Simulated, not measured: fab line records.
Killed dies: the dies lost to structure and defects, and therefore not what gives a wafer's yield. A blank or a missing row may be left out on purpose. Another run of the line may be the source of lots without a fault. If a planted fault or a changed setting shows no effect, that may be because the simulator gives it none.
Comparing a struck lot with a sound one | flow sky130 | 15 steps out of a route of 708
Sound: these wafers, L631.1, L631.2, L631.5. Struck: wafers L646.1, L646.5, L646.6. The cause is named last.
For every step that has rows: the tool of each side, followed by ch and its chambers, followed by its first start. Under that, the readings that differ: sound wafers | struck wafers | difference of the means | sigmas: that difference in standard deviations of wafers without a fault.
alike: same words and numbers on both sides, and readings whose means sit less than 2 such deviations apart. not compared: any withheld reading, any reading some wafer has no value for, any bound like >300 that may hide the same value, and any number with overlapping values for which the record gives no deviation.
The two part at a step that has a row with sigmas, a row that says differs or no value, or rows on one side only. Numbers that don't overlap but have no deviation are shown without sigmas and don't part them. Lack of a reading on every wafer of one side parts them only where that side has two or more wafers.

first, 1 step without rows for these wafers: SKY_PWDE_IMPLANT_08.
SKY_PWDE_STRIP_09: strips in O2/N2.
  sound on plasmaAsher-04 ch 0,1, day 4 13:47; struck on plasmaAsher-04 ch 0,1, day 7 08:11
reading                  | sound             | struck            | difference | sigmas
stripTimeToEndpointS (s) | 36.69 36.69 36.82 | 36.93 37.13 37.06 | +0.31      | +3
  alike: drypumpMotorCurrentA, oesProductAu
  not compared: rfHoursCounterH
SKY_PWDE_TW_MEAS_10:
  sound on filmMetro-01, day 4 13:53; struck on filmMetro-03, day 7 08:17
reading | sound             | struck            | difference | sigmas
PWDE_TW | 375.2 375.1 378.8 | 371.1 371.5 370.0 | -5.5       | -2
then, 7 steps without rows for these wafers: SKY_NWELL_DEHYDRATE_03 (time 60 s); SKY_NWELL_HMDS_04 (prime time 60 s); SKY_NWELL_COAT_05 (resist thk 3000 nm); SKY_NWELL_SOFTBAKE_06; SKY_NWELL_EXPOSE_07 (exposes mask NWM, target cd 840 nm); SKY_NWELL_PEB_08; SKY_NWELL_DEVELOP_09 (develop time 60 s).
SKY_NWELL_OVL_MEAS_10:
  sound on overlay-02, day 5 06:55; struck on overlay-02, day 8 04:49
reading           | sound       | struck         | difference | sigmas
NWELL_00_OVL (nm) | 2.2 2.1 1.8 | -3.1 -3.0 -2.5 | -4.9       | -3
then, 1 step without rows for these wafers: SKY_NWELL_IMPLANT_11.
SKY_NWELL_IMPLANT_12:
  sound on implanter-04 ch 0, day 5 07:06; struck on implanter-02 ch 0, day 8 05:00
reading                 | sound                | struck               | difference | sigmas
beamEnergyKeV           | 120.02 120.00 119.93 | 134.21 134.20 134.21 | +14.22     | +99 or more
model.implant.rpNm (nm) | 145.3 145.3 145.3    | 163.8 163.8 163.8    | +18.5      | 
then, 1 step without rows for these wafers: SKY_NWELL_IMPLANT_13.
-- the record jumps here: 41 days lie between the struck wafers' starts before and after (it left off in module NWELL and takes up again in module PAD_OPEN, whose first step shown is number 708 of the route) --
SKY_PAD_OPEN_PROBE_99:
  sound on prober-02, day 46 15:33; struck on prober-01, day 49 08:30
reading                               | sound                   | struck                  | difference | sigmas
model.etest.pfet_01v8_lvt.driveUaUm   | 175.4 174.1 177.2       | 184.5 183 180.2         | +7.0       | 
model.etest.pfetG5v0d10v5.offLog10AUm | -12.63 -13.14 -12.73    | -11.13 -11.54 -11.41    | +1.47      | 
model.etest.pfet_01v8_lvt.offLog10AUm | -8.717 -8.78 -8.83      | -7.838 -7.866 -7.929    | +0.898     | 
model.etest.pfetG5v0d10v5.vtSatV (V)  | -0.6426 -0.702 -0.6546  | -0.5137 -0.5568 -0.53   | +0.1329    | 
model.etest.pfet_16v.vtV (V)          | -1.12 -1.121 -1.115     | -1.012 -1.027 -1.032    | +0.095     | 
model.etest.pfetG5v0d10v5.vtV (V)     | -0.8311 -0.8854 -0.8443 | -0.7435 -0.787 -0.749   | +0.0938    | 
model.etest.pfetG5v0d10v5.vtLongV (V) | -0.9454 -0.9469 -0.9405 | -0.8524 -0.8648 -0.871  | +0.0815    | 
model.etest.pfet_01v8_lvt.vtSatV (V)  | -0.4359 -0.433 -0.4309  | -0.3491 -0.3517 -0.3627 | +0.0788    | 
  alike: killed_at_M0_to_M3, killed_at_M4_up, killedAtContacts, killedAtFrontEnd, killedAtOther, killedDies, killedOpen, killedShort

WHERE THEY PART
Earliest at SKY_PWDE_STRIP_09; latest, in this record, at SKY_NWELL_IMPLANT_12. Later steps at which nothing parts them and some readings are alike: SKY_PAD_OPEN_PROBE_99.

WHY: whatever the simulator had introduced
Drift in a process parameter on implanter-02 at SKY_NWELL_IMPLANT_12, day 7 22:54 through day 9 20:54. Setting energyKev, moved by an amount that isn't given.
